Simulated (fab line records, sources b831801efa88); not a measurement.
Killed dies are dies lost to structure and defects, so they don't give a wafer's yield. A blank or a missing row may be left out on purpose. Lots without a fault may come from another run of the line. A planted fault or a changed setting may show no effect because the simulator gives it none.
fab line records | flow gf180mcu
record lots=5 wafers=15 last_day=34
route steps=602 shown CONTACT@293 M1@315
lots that met no fault: from a run of the same line without faults
start_h: hours from the record's first day to the start of the lot's first wafer shown | wait_h: hours since the lot's step before | " the same as in the row above | L1.1+2: a row that stands for several wafers | - no value, or no start given | * or withheld: withheld | < > ~ a bound
route shown NAME@n: a module of which the file shows steps, and the number in the route of the first | usual: mean/standard deviation of fault-free wafers | same: alike in all rows | chamber/n: place in a boat | sites: the reading at each site | _std_site: their standard deviation | _edge_site: outer sites' mean less inner sites' | radius_mm: how far each site lies from the wafer's centre | mask NAME#n: copy n | behind: the tool/chamber that last shaped the wafer | hold: why the lot was held/for how many hours/how that ended | device: the transistor (n, p or np) that didn't switch | end of line: the same wafers' tests at the end of the route | a step without rows: its recipe alone | killed: dies lost to structure and defects at the first sort, not the wafer's yield | map: a wafer's dies, x killed, . not, _ none there
set.NAME: the setting as run; set.NAME@STEP: as run at that earlier step | model.NAME: the simulator's own value behind a step, which no gauge read
lots at some steps of the route; a table a step, a row a wafer
services: from which hour (start_h, from the record's first day; less than 0 if before it) a tool's chamber was out of use, for how many hours, and why
## steps
# step GF_CONTACT_DEHYDRATE_06
# recipe temp_c=200 time_s=60
# columns lot.wafer tool chamber start_h wait_h
L077.1+4+6 litho_track-04 0 386.55 10.5
L080.1+2+3 litho_track-01 0 407.12 10.6
L081.1+4+6 litho_track-01 0 427.47 11.2
L089.2+4+5 litho_track-01 0 488.89 12.1
L095.1+3+6 litho_track-03 0 534.09 10.6
# step GF_CONTACT_HMDS_07
# recipe prime_time_s=60 prime_temp_c=120
# same prime_time_s=60
# columns lot.wafer tool chamber start_h wait_h
L077.1+4+6 litho_track-04 0 386.70 0.1
L080.1+2+3 litho_track-01 0 407.27 0.1
L081.1+4+6 litho_track-01 0 427.62 0.1
L089.2+4+5 litho_track-01 0 489.04 0.1
L095.1+3+6 litho_track-03 0 534.24 0.1
# step GF_CONTACT_COAT_08
# recipe resist=BARC temp_c=withheld time_s=withheld spin_rpm=withheld resist_thk_nm=withheld
# columns lot.wafer tool chamber start_h wait_h
L077.1+4+6 litho_track-04 0 386.85 0.1
L080.1+2+3 litho_track-01 0 407.42 0.1
L081.1+4+6 litho_track-01 0 427.77 0.1
L089.2+4+5 litho_track-01 0 489.19 0.1
L095.1+3+6 litho_track-03 0 534.39 0.1
# step GF_CONTACT_COAT_09
# recipe resist=KrF spin_rpm=withheld resist_thk_nm=1000
# columns lot.wafer tool chamber start_h wait_h
L077.1+4+6 litho_track-04 0 - -
L080.1+2+3 litho_track-01 0 - -
L081.1+4+6 litho_track-01 0 - -
L089.2+4+5 litho_track-01 0 - -
L095.1+3+6 litho_track-03 0 - -
# step GF_CONTACT_SOFTBAKE_10
# recipe temp_c=130 time_s=60 resist=KrF
# columns lot.wafer tool chamber start_h wait_h
L077.1+4+6 litho_track-04 0 - -
L080.1+2+3 litho_track-01 0 - -
L081.1+4+6 litho_track-01 0 - -
L089.2+4+5 litho_track-01 0 - -
L095.1+3+6 litho_track-03 0 - -
# step GF_CONTACT_EXPOSE_11
# recipe mask_id=Contact target_cd_nm=220 na=0.68 source_shape=conventional sigma_outer=0.6 dose_mj=38
# columns lot.wafer tool chamber start_h wait_h mask
L077.1+4+6 krf_scanner-01 0 - - Contact#0
L080.1+2+3 krf_scanner-01 0 - - Contact#0
L081.1+4+6 krf_scanner-02 0 - - Contact#0
L089.2+4+5 krf_scanner-02 0 - - Contact#0
L095.1+3+6 krf_scanner-01 0 - - Contact#0
# step GF_CONTACT_PEB_12
# recipe peb_temp_c=135 peb_time_s=94.08 resist=KrF
# usual plate_sensor_t_centre_C=136.13/0.009 plate_sensor_t_edge_C=136.29/0.01
# same peb_time_s=94.08
# columns lot.wafer tool chamber start_h wait_h plate_sensor_t_centre_C plate_sensor_t_edge_C
L077.1 litho_track-01 0 - - 136.13 136.3
L077.4 " 0 " " 136.13 136.3
L077.6 " 0 " " 136.14 136.3
L080.1 litho_track-01 0 - - 136.13 136.29
L080.2 " 0 " " 136.13 136.3
L080.3 " 0 " " 136.12 136.31
L081.1 litho_track-03 0 - - 136.13 136.3
L081.4 " 0 " " 136.13 136.29
L081.6 " 0 " " 136.13 136.28
L089.2 litho_track-03 0 - - 136.11 136.29
L089.4 " 0 " " 136.13 136.3
L089.5 " 0 " " 136.13 136.27
L095.1 litho_track-03 0 - - 136.13 136.31
L095.3 " 0 " " 136.13 136.28
L095.6 " 0 " " 136.14 136.29
# step GF_CONTACT_DEVELOP_13
# recipe develop_time_s=60 resist=KrF dev_temp_c=21
# columns lot.wafer tool chamber start_h wait_h
L077.1+4+6 litho_track-01 0 397.82 0.2
L080.1+2+3 litho_track-01 0 419.52 0.2
L081.1+4+6 litho_track-03 0 440.44 0.2
L089.2+4+5 litho_track-03 0 501.06 0.2
L095.1+3+6 litho_track-03 0 545.59 0.2
# step GF_CONTACT_CD_MEAS_14
# recipe target_cd_nm=220
# usual cd_nm=220.2/1.4
# columns lot.wafer tool chamber start_h wait_h cd_nm
L077.1 cd_sem-01 - 397.97 0.1 219.4
L077.4 " - " " 219.5
L077.6 " - " " 220.4
L080.1 cd_sem-01 - 419.67 0.1 221.2
L080.2 " - " " 220.0
L080.3 " - " " 221.4
L081.1 cd_sem-01 - 440.59 0.1 220.9
L081.4 " - " " 221.9
L081.6 " - " " 221.6
L089.2 cd_sem-01 - 501.21 0.1 220.2
L089.4 " - " " 221.0
L089.5 " - " " 220.2
L095.1 cd_sem-01 - 545.74 0.1 219.2
L095.3 " - " " 220.0
L095.6 " - " " 218.7
# step GF_CONTACT_OVL_MEAS_15
# usual CONTACT_OVL=0/5.3
# columns lot.wafer tool chamber start_h wait_h CONTACT_OVL[nm]
L077.1 overlay-01 - 398.09 0.1 -3
L077.4 " - " " -6
L077.6 " - " " -4
L080.1 overlay-02 - 419.79 0.1 0
L080.2 " - " " -3
L080.3 " - " " -10
L081.1 overlay-01 - 440.71 0.1 -8
L081.4 " - " " -7
L081.6 " - " " -8
L089.2 overlay-02 - 501.31 0.1 10
L089.4 " - " " 5
L089.5 " - " " -1
L095.1 overlay-01 - 545.86 0.1 -4
L095.3 " - " " -6
L095.6 " - " " -1
# step GF_CONTACT_ETCH_16
# recipe chemistry=N2/H2 target_depth_a=withheld overetch_a=withheld time_s=withheld target=BARC ion_energy_ev=200 source_w=500 bias_w=100 pressure_mtorr=30 n2_flow_sccm=100 h2_flow_sccm=200
# usual chamber_pressure_mTorr=29.999/0.027 drypump_motor_current_A=5.86/0.27 oes_product_au=0.855/0.0052 throttle_valve_pct=13.224/0.0089
# columns lot.wafer tool chamber start_h wait_h chamber_pressure_mTorr drypump_motor_current_A oes_product_au throttle_valve_pct
L077.1 rie_diel-04 3 398.13 0.0 29.977 5.92 0.859 13.226
L077.4 " 1 " " 29.944 6.21 0.866 13.226
L077.6 " 0 " " 29.988 5.86 0.858 13.233
L080.1 rie_diel-03 3 419.83 0.0 29.959 5.83 0.859 13.225
L080.2 " 1 " " 29.982 5.33 0.856 13.217
L080.3 " 0 " " 30.011 5.69 0.853 13.220
L081.1 rie_diel-04 3 440.75 0.0 29.961 5.91 0.866 13.232
L081.4 " 3 " " 29.995 5.92 0.861 13.223
L081.6 " 2 " " 29.989 5.73 0.862 13.233
L089.2 rie_diel-04 3 501.34 0.0 30.009 5.92 0.851 13.232
L089.4 " 0 " " 30.032 5.87 0.850 13.218
L089.5 " 2 " " 30.049 5.73 0.851 13.207
L095.1 rie_diel-03 3 545.89 0.0 29.990 5.82 0.852 13.233
L095.3 " 0 " " 30.004 5.70 0.859 13.230
L095.6 " 1 " " 30.028 5.35 0.849 13.217
# step GF_CONTACT_ETCH_17
# recipe chemistry=C4F8/O2/Ar mask_material=KrF target=SiO2 stop_on=CoSi2 source_w=1500 bias_w=1200 pressure_mtorr=40 c4f8_flow_sccm=withheld O2_flow_sccm=6 Ar_flow_sccm=300 time_s=withheld target_depth_a=8600
# usual chamber_pressure_mTorr=39.99/0.037 oes_product_au=0.821/0.0042
# columns lot.wafer tool chamber start_h wait_h chamber_pressure_mTorr oes_product_au
L077.1 rie_diel-04 3 - - 40.03 0.816
L077.4 " 1 " " 40.05 0.825
L077.6 " 0 " " 40.00 0.828
L080.1 rie_diel-03 3 - - 39.96 0.823
L080.2 " 1 " " 40.04 0.820
L080.3 " 0 " " 40.00 0.827
L081.1 rie_diel-04 3 - - 39.98 0.824
L081.4 " 3 " " 39.95 0.815
L081.6 " 2 " " 40.01 0.823
L089.2 rie_diel-04 3 - - 39.93 0.821
L089.4 " 0 " " 40.00 0.827
L089.5 " 2 " " 39.97 0.828
L095.1 rie_diel-03 3 - - 40.04 0.827
L095.3 " 0 " " 39.94 0.819
L095.6 " 1 " " 39.97 0.825
# step GF_CONTACT_STRIP_18
# recipe chemistry=O2/N2 power_w=1400 pressure_mtorr=1500 platen_temp_c=250 o2_flow_sccm=3000 n2_flow_sccm=300 overash_fraction=0.5
# usual chamber_pressure_mTorr=1499.9/1.4 drypump_motor_current_A=5.8/0.6 heater_power_w=309/22 oes_product_au=0.581/0.0047
# columns lot.wafer tool chamber start_h wait_h chamber_pressure_mTorr drypump_motor_current_A heater_power_w oes_product_au rf_hours_counter_h
L077.1 plasma_asher-01 1 398.29 - 1499.7 5.5 339 0.575 29
L077.4 " 1 " " 1501.6 5.5 339 0.584 -
L077.6 " 0 " " 1500.0 5.9 330 0.577 -
L080.1 plasma_asher-02 0 419.99 - 1501.6 6.5 327 0.581 77
L080.2 " 1 " " 1499.2 5.9 297 0.585 77
L080.3 " 1 " " 1502.3 5.9 291 0.579 -
L081.1 plasma_asher-02 0 440.91 - 1502.3 6.4 326 0.583 79
L081.4 " 0 " " 1501.8 6.4 324 0.582 -
L081.6 " 1 " " 1502.1 5.9 292 0.585 -
L089.2 plasma_asher-01 1 501.51 - 1500.7 5.5 343 0.575 41
L089.4 " 1 " " 1499.7 5.5 337 0.581 -
L089.5 " 1 " " 1497.7 5.5 334 0.576 -
L095.1 plasma_asher-03 1 546.06 - 1498.5 4.8 274 0.581 9
L095.3 " 1 " " 1496.5 4.9 275 0.581 -
L095.6 " 0 " " 1500.9 6.5 300 0.585 -
# step GF_CONTACT_CLEAN_19
# recipe chemistry=SPM
# columns lot.wafer tool chamber start_h wait_h
L077.1+4+6 wet_bench-04 0 398.39 0.1
L080.1+2+3 wet_bench-01 1 420.09 0.1
L081.1+4+6 wet_bench-01 2 441.01 0.1
L089.2+4+5 wet_bench-04 2 501.61 0.1
L095.1+3+6 wet_bench-01 2 546.16 0.1
# step GF_CONTACT_CLEAN_20
# recipe chemistry=DIW
# columns lot.wafer tool chamber start_h wait_h
L077.1+4+6 wet_bench-01 1 398.48 0.0
L080.1+2+3 wet_bench-04 3 420.18 0.0
L081.1+4+6 wet_bench-04 0 441.10 0.0
L089.2+4+5 wet_bench-02 2 501.71 0.0
L095.1+3+6 wet_bench-02 3 546.25 0.0
# step GF_CONTACT_CLEAN_21
# recipe chemistry=dHF time_s=20 dilution=100:1 dry=ipa_marangoni
# columns lot.wafer tool chamber start_h wait_h
L077.1+4+6 wet_bench-02 1 398.57 0.0
L080.1+2+3 wet_bench-04 3 420.28 0.0
L081.1+4+6 wet_bench-02 0 441.19 0.0
L089.2+4+5 wet_bench-01 3 501.80 0.0
L095.1+3+6 wet_bench-04 3 546.36 0.0
# step GF_CONTACT_SPUTTER_22
# recipe material=Ti target_thk_nm=15 chamber_pressure_pa=5 power_w=2500 substrate_temp_c=200 time_s=80.02
# usual throttle_valve_pct=30.1/1.1
# columns lot.wafer tool chamber start_h wait_h throttle_valve_pct
L077.1 pvd_sputter-04 - 398.59 0.0 28.1
L077.4 " - " " 30.3
L077.6 " - " " 27.8
L080.1 pvd_sputter-03 - 420.30 0.0 31.7
L080.2 " - " " 31.5
L080.3 " - " " 30.6
L081.1 pvd_sputter-02 - 441.21 0.0 30.1
L081.4 " - " " 29.9
L081.6 " - " " 28.7
L089.2 pvd_sputter-03 - 501.81 0.0 30.8
L089.4 " - " " 29.7
L089.5 " - " " 29.9
L095.1 pvd_sputter-04 - 546.37 0.0 30.5
L095.3 " - " " 31.0
L095.6 " - " " 29.5
# step GF_CONTACT_SPUTTER_23
# recipe material=TiN target_thk_nm=10 chamber_pressure_pa=5 power_w=4000 time_s=40
# usual throttle_valve_pct=30.1/1.1
# columns lot.wafer tool chamber start_h wait_h throttle_valve_pct
L077.1 pvd_sputter-04 - 398.65 0.0 27.9
L077.4 " - " " 30.8
L077.6 " - " " 27.8
L080.1 pvd_sputter-03 - 420.36 0.0 31.5
L080.2 " - " " 31.3
L080.3 " - " " 30.9
L081.1 pvd_sputter-02 - 441.27 0.0 29.9
L081.4 " - " " 30.1
L081.6 " - " " 28.6
L089.2 pvd_sputter-03 - 501.87 0.0 30.7
L089.4 " - " " 29.6
L089.5 " - " " 29.8
L095.1 pvd_sputter-04 - 546.44 0.0 30.4
L095.3 " - " " 30.9
L095.6 " - " " 29.0
# step GF_CONTACT_CVD_24
# recipe material=W target_thk_nm=300 time_s=90.339 temp_c=400 pressure_torr=40
# usual heater_power_outer_w=507/65 heater_power_w=790/71
# columns lot.wafer tool chamber start_h wait_h heater_power_outer_w heater_power_w
L077.1 cvd_w-02 0 398.69 0.0 422 660
L077.4 " 0 " " 406 684
L077.6 " 0 " " 411 673
L080.1 cvd_w-02 1 420.40 0.0 601 889
L080.2 " 0 " " 434 679
L080.3 " 1 " " 589 872
L081.1 cvd_w-02 1 441.31 0.0 597 892
L081.4 " 1 " " 581 855
L081.6 " 1 " " 594 853
L089.2 cvd_w-01 0 501.91 0.0 472 790
L089.4 " 0 " " 467 812
L089.5 " 0 " " 474 796
L095.1 cvd_w-01 1 546.47 0.0 516 794
L095.3 " 1 " " 523 778
L095.6 " 0 " " 464 797
# step GF_CONTACT_RS_MEAS_25
# recipe thk_meas_gauge=four-point-probe reads=W_of_CONTACT_CVD_24+TiN_of_CONTACT_SPUTTER_23+Ti_of_CONTACT_SPUTTER_22
# usual CONTACT_W_RS=0.379/0.0066
# columns lot.wafer tool chamber start_h wait_h CONTACT_W_RS[ohm/sq]
L077.1 film_metro-03 - 398.79 0.1 0.380
L077.4 " - " " 0.381
L077.6 " - " " 0.382
L080.1 film_metro-02 - 420.50 0.1 0.374
L080.2 " - " " 0.385
L080.3 " - " " 0.371
L081.1 film_metro-03 - 441.41 0.1 0.377
L081.4 " - " " 0.380
L081.6 " - " " 0.379
L089.2 film_metro-02 - 502.03 0.1 0.374
L089.4 " - " " 0.371
L089.5 " - " " 0.374
L095.1 film_metro-04 - 546.57 0.1 0.379
L095.3 " - " " 0.377
L095.6 " - " " 0.373
# step GF_CONTACT_THK_MEAS_26
# recipe thk_meas_gauge=xrf reads=W_of_CONTACT_CVD_24
# usual CONTACT_W_THK=314/5.6
# columns lot.wafer tool chamber start_h wait_h CONTACT_W_THK[nm]
L077.1 film_metro-03 - 398.91 0.1 317
L077.4 " - " " 314
L077.6 " - " " 316
L080.1 film_metro-02 - 420.62 0.1 318
L080.2 " - " " 309
L080.3 " - " " 319
L081.1 film_metro-03 - 441.53 0.1 322
L081.4 " - " " 318
L081.6 " - " " 319
L089.2 film_metro-02 - 502.14 0.1 318
L089.4 " - " " 323
L089.5 " - " " 318
L095.1 film_metro-04 - 546.69 0.1 312
L095.3 " - " " 312
L095.6 " - " " 316
# step GF_CONTACT_CMP_27
# recipe stop_on=SiO2 down_force_psi=3.5 platen_rpm=60 t_overpolish_s=15 target_thk_nm=0 pad_velocity_m_s=0.94248
# usual motor_current_A=11.8/1.2 overpolish_run_s=15.000/0.0085 time_to_endpoint_s=75/3.3
# same t_overpolish_s=15
# columns lot.wafer tool chamber start_h wait_h motor_current_A overpolish_run_s time_to_endpoint_s
L077.1 cmp-02 1 398.97 0.1 11.1 14.998 77
L077.4 " 2 " " 14.8 15.000 73
L077.6 " 1 " " 11.5 15.005 76
L080.2 cmp-02 2 420.68 0.0 14.3 15.003 72
L080.3 " 3 " " 11.4 14.988 80
L080.1 " 1 " " 11.2 15.005 79
L081.4 cmp-01 3 441.59 0.0 11.6 14.996 75
L081.1 " 0 " " 12.2 14.991 74
L081.6 " 0 " " 11.9 14.995 74
L089.4 cmp-01 0 502.19 0.0 11.4 14.995 73
L089.2 " 1 " " 11.7 15.012 74
L089.5 " 1 " " 12.1 15.002 71
L095.1 cmp-02 2 546.85 0.1 13.9 15.007 75
L095.3 " 3 " " 11.3 15.002 81
L095.6 " 1 " " 11.1 15.011 81
# step GF_M1_SPUTTER_00
# recipe material=Ti target_thk_nm=37.5 arriving_ion_energy_ev=80 substrate_temp_c=200 chamber_pressure_pa=2 power_w=4000 time_s=150
# usual throttle_valve_pct=29.7/0.71
# columns lot.wafer tool chamber start_h wait_h throttle_valve_pct
L077.1 pvd_sputter-01 - 399.27 0.2 29.4
L077.4 " - " " 30.1
L077.6 " - " " 29.8
L080.1 pvd_sputter-01 - 420.98 0.1 29.0
L080.2 " - " " 29.6
L080.3 " - " " 29.7
L081.1 pvd_sputter-01 - 441.89 0.2 29.9
L081.4 " - " " 29.4
L081.6 " - " " 30.2
L089.2 pvd_sputter-04 - 502.49 0.2 28.0
L089.4 " - " " 30.6
L089.5 " - " " 30.2
L095.1 pvd_sputter-04 - 547.05 0.1 30.4
L095.3 " - " " 27.7
L095.6 " - " " 29.2
# step GF_M1_SPUTTER_01
# recipe material=TiN target_thk_nm=30 power_w=6500 time_s=25 chamber_pressure_pa=0.4
# usual throttle_valve_pct=29.7/0.71
# columns lot.wafer tool chamber start_h wait_h throttle_valve_pct
L077.1 pvd_sputter-01 - 399.37 0.1 29.2
L077.4 " - " " 30.3
L077.6 " - " " 29.8
L080.1 pvd_sputter-01 - 421.08 0.1 29.1
L080.2 " - " " 29.6
L080.3 " - " " 29.8
L081.1 pvd_sputter-01 - 441.99 0.1 30.2
L081.4 " - " " 29.0
L081.6 " - " " 30.3
L089.2 pvd_sputter-04 - 502.59 0.1 27.8
L089.4 " - " " 30.1
L089.5 " - " " 30.4
L095.1 pvd_sputter-04 - 547.15 0.1 30.0
L095.3 " - " " 28.1
L095.6 " - " " 29.2
# step GF_M1_SPUTTER_02
# recipe material=AlCu target_thk_nm=450 power_w=10600 time_s=23.9 chamber_pressure_pa=0.4
# usual throttle_valve_pct=29.7/0.71
# columns lot.wafer tool chamber start_h wait_h throttle_valve_pct
L077.1 pvd_sputter-01 - 399.40 0.0 29.2
L077.4 " - " " 30.1
L077.6 " - " " 29.6
L080.1 pvd_sputter-01 - 421.11 0.0 29.4
L080.2 " - " " 29.7
L080.3 " - " " 29.8
L081.1 pvd_sputter-01 - 442.02 0.0 30.4
L081.4 " - " " 29.1
L081.6 " - " " 30.0
L089.2 pvd_sputter-04 - 502.62 0.0 27.9
L089.4 " - " " 30.4
L089.5 " - " " 30.5
L095.1 pvd_sputter-04 - 547.19 0.0 30.5
L095.3 " - " " 27.8
L095.6 " - " " 29.5
# step GF_M1_SPUTTER_03
# recipe material=Ti target_thk_nm=10 substrate_temp_c=300 chamber_pressure_pa=0.3 power_w=3000 time_s=6.7
# usual throttle_valve_pct=29.7/0.71
# columns lot.wafer tool chamber start_h wait_h throttle_valve_pct
L077.1 pvd_sputter-01 - 399.43 0.0 29.1
L077.4 " - " " 30.3
L077.6 " - " " 29.9
L080.1 pvd_sputter-01 - 421.14 0.0 29.4
L080.2 " - " " 29.5
L080.3 " - " " 29.9
L081.1 pvd_sputter-01 - 442.05 0.0 29.9
L081.4 " - " " 29.3
L081.6 " - " " 29.9
L089.2 pvd_sputter-04 - 502.65 0.0 27.7
L089.4 " - " " 30.3
L089.5 " - " " 30.4
L095.1 pvd_sputter-04 - 547.22 0.0 30.4
L095.3 " - " " 27.9
L095.6 " - " " 29.5
# step GF_M1_SPUTTER_04
# recipe material=TiN target_thk_nm=50 power_w=6500 time_s=42.58 chamber_pressure_pa=0.4
# usual throttle_valve_pct=29.7/0.7
# columns lot.wafer tool chamber start_h wait_h throttle_valve_pct
L077.1 pvd_sputter-01 - 399.45 0.0 29.4
L077.4 " - " " 30.2
L077.6 " - " " 29.4
L080.1 pvd_sputter-01 - 421.16 0.0 29.6
L080.2 " - " " 29.7
L080.3 " - " " 29.7
L081.1 pvd_sputter-01 - 442.07 0.0 30.1
L081.4 " - " " 29.2
L081.6 " - " " 30.1
L089.2 pvd_sputter-04 - 502.67 0.0 27.6
L089.4 " - " " 30.5
L089.5 " - " " 30.5
L095.1 pvd_sputter-04 - 547.24 0.0 30.2
L095.3 " - " " 27.9
L095.6 " - " " 29.4
# step GF_M1_RS_MEAS_05
# recipe thk_meas_gauge=four-point-probe reads=TiN_of_M1_SPUTTER_04+Ti_of_M1_SPUTTER_03+AlCu_of_M1_SPUTTER_02+TiN_of_M1_SPUTTER_01+Ti_of_M1_SPUTTER_00
# usual M1_ALCU_RS=0.0698/0.00095
# columns lot.wafer tool chamber start_h wait_h M1_ALCU_RS[ohm/sq]
L077.1 film_metro-03 - 399.49 0.0 0.0685
L077.4 " - " " 0.0682
L077.6 " - " " 0.0699
L080.1 film_metro-01 - 421.20 0.0 0.0703
L080.2 " - " " 0.0707
L080.3 " - " " 0.0714
L081.1 film_metro-03 - 442.11 0.0 0.0687
L081.4 " - " " 0.0699
L081.6 " - " " 0.0685
L089.2 film_metro-01 - 502.73 0.0 0.0684
L089.4 " - " " 0.0684
L089.5 " - " " 0.0688
L095.1 film_metro-02 - 547.28 0.0 0.0702
L095.3 " - " " 0.0700
L095.6 " - " " 0.0693
# step GF_M1_THK_MEAS_06
# recipe thk_meas_gauge=xrf reads=AlCu_of_M1_SPUTTER_02
# usual M1_ALCU_THK=438/6.3
# columns lot.wafer tool chamber start_h wait_h M1_ALCU_THK[nm]
L077.1 film_metro-03 - 399.61 0.1 448
L077.4 " - " " 450
L077.6 " - " " 440
L080.1 film_metro-01 - 421.32 0.1 433
L080.2 " - " " 430
L080.3 " - " " 427
L081.1 film_metro-03 - 442.23 0.1 446
L081.4 " - " " 441
L081.6 " - " " 446
L089.2 film_metro-01 - 502.84 0.1 446
L089.4 " - " " 449
L089.5 " - " " 448
L095.1 film_metro-02 - 547.40 0.1 432
L095.3 " - " " 433
L095.6 " - " " 438
# step GF_M1_DEHYDRATE_07
# recipe temp_c=200 time_s=60
# columns lot.wafer tool chamber start_h wait_h
L077.1+4+6 litho_track-04 0 410.30 10.7
L080.1+2+3 litho_track-04 0 432.40 11.1
L081.1+4+6 litho_track-01 0 453.22 11.0
L089.2+4+5 litho_track-01 0 514.64 11.8
L095.1+3+6 litho_track-04 0 558.05 10.6
# step GF_M1_HMDS_08
# recipe prime_time_s=60 prime_temp_c=120
# same prime_time_s=60
# columns lot.wafer tool chamber start_h wait_h
L077.1+4+6 litho_track-04 0 410.45 0.1
L080.1+2+3 litho_track-04 0 432.55 0.1
L081.1+4+6 litho_track-01 0 453.37 0.1
L089.2+4+5 litho_track-01 0 514.79 0.1
L095.1+3+6 litho_track-04 0 558.20 0.1
# step GF_M1_COAT_09
# recipe resist=KrF spin_rpm=withheld resist_thk_nm=1000
# columns lot.wafer tool chamber start_h wait_h
L077.1+4+6 litho_track-04 0 410.60 0.1
L080.1+2+3 litho_track-04 0 432.70 0.1
L081.1+4+6 litho_track-01 0 453.52 0.1
L089.2+4+5 litho_track-01 0 514.94 0.1
L095.1+3+6 litho_track-04 0 558.35 0.1
# step GF_M1_SOFTBAKE_10
# recipe temp_c=130 time_s=60 resist=KrF
# columns lot.wafer tool chamber start_h wait_h
L077.1+4+6 litho_track-04 0 410.75 0.1
L080.1+2+3 litho_track-04 0 432.85 0.1
L081.1+4+6 litho_track-01 0 453.67 0.1
L089.2+4+5 litho_track-01 0 515.09 0.1
L095.1+3+6 litho_track-04 0 558.50 0.1
# step GF_M1_EXPOSE_11
# recipe mask_id=Metal1 target_cd_nm=230 na=0.68 source_shape=conventional sigma_outer=0.6 dose_mj=28
# columns lot.wafer tool chamber start_h wait_h mask
L077.1+4+6 krf_scanner-02 0 - - Metal1#0
L080.1+2+3 krf_scanner-01 0 - - Metal1#0
L081.1+4+6 krf_scanner-02 0 - - Metal1#0
L089.2+4+5 krf_scanner-02 0 - - Metal1#0
L095.1+3+6 krf_scanner-02 0 - - Metal1#0
# step GF_M1_PEB_12
# recipe peb_temp_c=135 peb_time_s=90 resist=KrF
# same peb_time_s=90
# columns lot.wafer tool chamber start_h wait_h
L077.1+4+6 litho_track-02 0 - -
L080.1+2+3 litho_track-02 0 - -
L081.1+4+6 litho_track-01 0 - -
L089.2+4+5 litho_track-02 0 - -
L095.1+3+6 litho_track-02 0 - -
# step GF_M1_DEVELOP_13
# recipe develop_time_s=60 dev_temp_c=21
# columns lot.wafer tool chamber start_h wait_h
L077.1+4+6 litho_track-02 0 422.19 0.2
L080.1+2+3 litho_track-02 0 445.29 0.2
L081.1+4+6 litho_track-01 0 465.52 0.2
L089.2+4+5 litho_track-02 0 525.91 0.2
L095.1+3+6 litho_track-02 0 569.63 0.2
# step GF_M1_CD_MEAS_14
# recipe target_cd_nm=230
# usual cd_nm=229.7/1.4
# columns lot.wafer tool chamber start_h wait_h cd_nm
L077.1 cd_sem-02 - 422.34 0.1 229.6
L077.4 " - " " 228.9
L077.6 " - " " 228.9
L080.1 cd_sem-02 - 445.44 0.1 228.7
L080.2 " - " " 228.9
L080.3 " - " " 227.9
L081.1 cd_sem-01 - 465.67 0.1 229.8
L081.4 " - " " 229.7
L081.6 " - " " 230.1
L089.2 cd_sem-02 - 526.05 0.1 227.6
L089.4 " - " " 228.7
L089.5 " - " " 228.4
L095.1 cd_sem-02 - 569.78 0.1 226.7
L095.3 " - " " 228.4
L095.6 " - " " 226.6
# step GF_M1_OVL_MEAS_15
# usual M1_OVL=4/5
# columns lot.wafer tool chamber start_h wait_h M1_OVL[nm]
L077.1 overlay-01 - 422.46 0.1 6
L077.4 " - " " 2
L077.6 " - " " 3
L080.1 overlay-02 - 445.56 0.1 3
L080.2 " - " " -3
L080.3 " - " " 0
L081.1 overlay-01 - 465.79 0.1 0
L081.4 " - " " -1
L081.6 " - " " -5
L089.2 overlay-01 - 526.16 0.1 1
L089.4 " - " " 10
L089.5 " - " " 1
L095.1 overlay-01 - 569.90 0.1 3
L095.3 " - " " 2
L095.6 " - " " -2
# step GF_M1_METAL_ETCH_16
# recipe chemistry=Cl2/BCl3 mask_material=KrF target_depth_nm=750.8 stop_on=SiO2 pressure_mtorr=8 icp_w=800 bias_w=140 Cl2_flow_sccm=80 bcl3_flow_sccm=40 time_s=125.1
# usual chamber_pressure_mTorr=7.999/0.0084 drypump_motor_current_A=5.7/0.56 oes_product_au=0.991/0.0081 throttle_valve_pct=28.229/0.012
# columns lot.wafer tool chamber start_h wait_h chamber_pressure_mTorr drypump_motor_current_A oes_product_au rf_hours_counter_h throttle_valve_pct
L077.1 rie_metal-03 0 422.49 0.0 8.004 5.5 0.994 8 28.226
L077.4 " 1 " " 8.010 6.3 0.997 - 28.238
L077.6 " 0 " " 7.988 5.5 1.001 - 28.223
L080.1 rie_metal-03 1 445.59 0.0 8.001 6.2 0.993 12 28.215
L080.2 " 0 " " 7.999 5.5 0.996 8 28.215
L080.3 " 1 " " 8.003 6.2 1.002 - 28.229
L081.1 rie_metal-03 1 465.83 0.0 8.007 6.2 0.996 13 28.218
L081.4 " 1 " " 8.003 6.3 0.996 - 28.225
L081.6 " 1 " " 8.003 6.2 0.996 - 28.205
L089.2 rie_metal-03 1 526.19 0.0 8.009 6.3 0.971 1 28.258
L089.4 " 1 " " 8.001 6.3 0.972 - 28.239
L089.5 " 1 " " 8.000 6.3 0.979 - 28.256
L095.1 rie_metal-03 1 569.94 0.0 7.996 6.3 0.968 2 28.251
L095.3 " 0 " " 8.006 5.5 0.993 - 28.232
L095.6 " 0 " " 7.997 5.5 0.997 - 28.212
## services
# columns tool chamber start_h hours kind
krf_scanner-01 - 378.81 0.9 repair
rie_diel-04 0 381.80 4.5 repair
krf_scanner-02 - 391.71 1.0 pm
pvd_sputter-03 - 396.19 19.5 repair
rie_diel-03 3 401.70 5.7 repair
krf_scanner-02 - 404.90 4.4 pm
krf_scanner-01 - 411.81 1.0 pm
pvd_sputter-03 - 416.49 1.2 repair
krf_scanner-01 - 421.61 1.3 pm
krf_scanner-01 - 423.35 5.1 repair
rie_diel-04 1 440.02 12.4 repair
krf_scanner-02 - 440.94 1.3 pm
krf_scanner-02 - 442.24 0.8 pm
pvd_sputter-03 - 442.93 2.7 repair
krf_scanner-01 - 447.23 1.4 repair
krf_scanner-01 - 449.53 1.4 repair
krf_scanner-02 - 456.72 3.6 pm
rie_diel-03 2 470.81 55.2 repair
rie_diel-04 1 483.07 9.0 repair
krf_scanner-02 - 503.23 0.8 repair
rie_metal-03 0 516.41 3.9 repair
krf_scanner-02 - 532.31 2.5 repair
krf_scanner-02 - 560.71 1.0 pm
krf_scanner-02 - 562.27 20.5 repair
## key
fault none
